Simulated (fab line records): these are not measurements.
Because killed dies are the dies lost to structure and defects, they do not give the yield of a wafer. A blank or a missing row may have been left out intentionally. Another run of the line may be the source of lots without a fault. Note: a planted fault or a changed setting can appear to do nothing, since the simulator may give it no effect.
Split-lot trial    flow sfq_line    5 lots, 23 wafers read, on a route of 325 steps

## THE SPLIT ITSELF
At SFQ_TRILAYER_I6_VIA_LITHO_PEB_172 (peb time 60 s), the setting peb_time_s was moved away from the recipe's 60 s on 5 of the 23 wafers read, by -10.9% to -10.8%. All remaining wafers had this setting at the recipe value.

## FROM THE SPLIT TO THE READING: what the file shows between them, 2 steps
- SFQ_TRILAYER_I6_VIA_LITHO_DEVELOP_171: time 60 s
- SFQ_TRILAYER_I6_VIA_BARC_OPEN_VIA_ETCH_235: etches BARC in O2, target depth 125 nm, time 41.7 s

## THE READING
I6.cd_nm (the simulator's own value, which no gauge read), in nm, at SFQ_TRILAYER_I6_VIA_ETCH_VIA_ETCH_172 (etches SiO2 in CHF3, stops on Nb, target depth 260 nm). The file gives no usual value for it. The 18 wafers here that ran the recipe average 699.9 nm, standard deviation 1.5 nm.

wafer   tool, chamber at the split  peb_time_s as run, s  against the recipe  I6.cd_nm, nm  against lot-mates on the recipe
L075.1  litho_track-04, 0           53.51                 -10.8%              683.1         -16.5
L075.3  litho_track-04, 0           60                    recipe              700.1         -
L075.4  litho_track-04, 0           60                    recipe              698.1         -
L075.5  litho_track-04, 0           53.51                 -10.8%              683.8         -15.8
L075.6  litho_track-04, 0           60                    recipe              700.6         -
L077.1  litho_track-04, 0           60                    recipe              698.3         -
L077.4  litho_track-04, 0           60                    recipe              701.7         -
L077.6  litho_track-04, 0           60                    recipe              699.8         -
L080.1  litho_track-01, 0           60                    recipe              698.3         -
L080.2  litho_track-01, 0           60                    recipe              699.3         -
L080.4  litho_track-01, 0           60                    recipe              700.6         -
L080.5  litho_track-01, 0           60                    recipe              699.5         -
L080.6  litho_track-01, 0           60                    recipe              700           -
L081.2  litho_track-04, 0           60                    recipe              699           -
L081.3  litho_track-04, 0           60                    recipe              702.5         -
L081.4  litho_track-04, 0           60                    recipe              697.5         -
L081.5  litho_track-04, 0           60                    recipe              700.3         -
L081.6  litho_track-04, 0           60                    recipe              702           -
L083.1  litho_track-01, 0           60                    recipe              702.5         -
L083.2  litho_track-01, 0           60                    recipe              698.1         -
L083.3  litho_track-01, 0           53.44                 -10.9%              683           -17.3
L083.4  litho_track-01, 0           53.44                 -10.9%              685.5         -14.8
L083.6  litho_track-01, 0           53.44                 -10.9%              682.9         -17.4

FIT RESULTS
A straight line over all 23 wafers: I6.cd_nm changes by +1.49 nm for each +1% of peb_time_s; r = +0.98; the points scatter about the line by 1.5 nm.
The same after taking each lot's own level away (the mean of its wafers on the recipe; 23 wafers): +1.5 nm for each +1%; r = +0.98; scatter 1.4 nm.
On that fit, the largest move of peb_time_s shifts the reading by 16 nm.
Measured against the standard deviation above, the lots' own levels, which go from 699.54 to 700.30 nm, span 0.5 times it.
So the lot-to-lot level changes the slope little: the two slopes agree.
Check: for one of the wafers moved furthest among these (-10.9%), held out of the fit, the line's prediction against its lot-mates is -16.2 nm. It came out at -17.3 nm against them.

## ADDITIONAL SPLITS CARRIED BY THESE WAFERS
These wafers also went through other splits before the reading. Each is held against what the fit with the lots' levels taken away leaves over:
other split on the same wafers                           wafers away from the commonest value  r with I6.cd_nm (lot level and that fit taken away)
SFQ_TRILAYER_M5_BARC_OPEN_METAL_ETCH_161 pressure_mtorr  15                                    +0.00
SFQ_TRILAYER_R5_LITHO_COAT_141 resist_thk_nm             10                                    +0.07
SFQ_TRILAYER_R5_BARC_OPEN_METAL_ETCH_177 time_s          11                                    -0.06
SFQ_TRILAYER_I5_BARC_OPEN_VIA_ETCH_200 time_s            9                                     +0.09
SFQ_TRILAYER_C5_BARC_OPEN_VIA_ETCH_210 time_s            5                                     +0.34
SFQ_TRILAYER_M6_LITHO_COAT_164 resist_thk_nm             8                                     -0.14
SFQ_TRILAYER_M6_LITHO_EXPOSE_160 dose_mj                 12                                    +0.03
SFQ_TRILAYER_I6_VIA_LITHO_COAT_174 spin_rpm              8                                     -0.13

## THE WHOLE CHAIN: every reading that the file lists as answering this split, in the file's order
step                                        what it does                                           reading                                                    change (the file's fit)               r (the file's)
SFQ_TRILAYER_I6_VIA_BARC_OPEN_VIA_ETCH_235  etches BARC in O2, target depth 125 nm, time 41.7 s    I6.cd_nm (the simulator's own value, which no gauge read)  +1.59 nm for each +1% of the setting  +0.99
SFQ_TRILAYER_I6_VIA_ETCH_VIA_ETCH_172       etches SiO2 in CHF3, stops on Nb, target depth 260 nm  I6.cd_nm (the simulator's own value, which no gauge read)  +1.5 nm for each +1% of the setting   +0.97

## THE FILE'S OWN FIT
I6.cd_nm changes by +1.5 nm for each +1% of peb_time_s, r = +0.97.
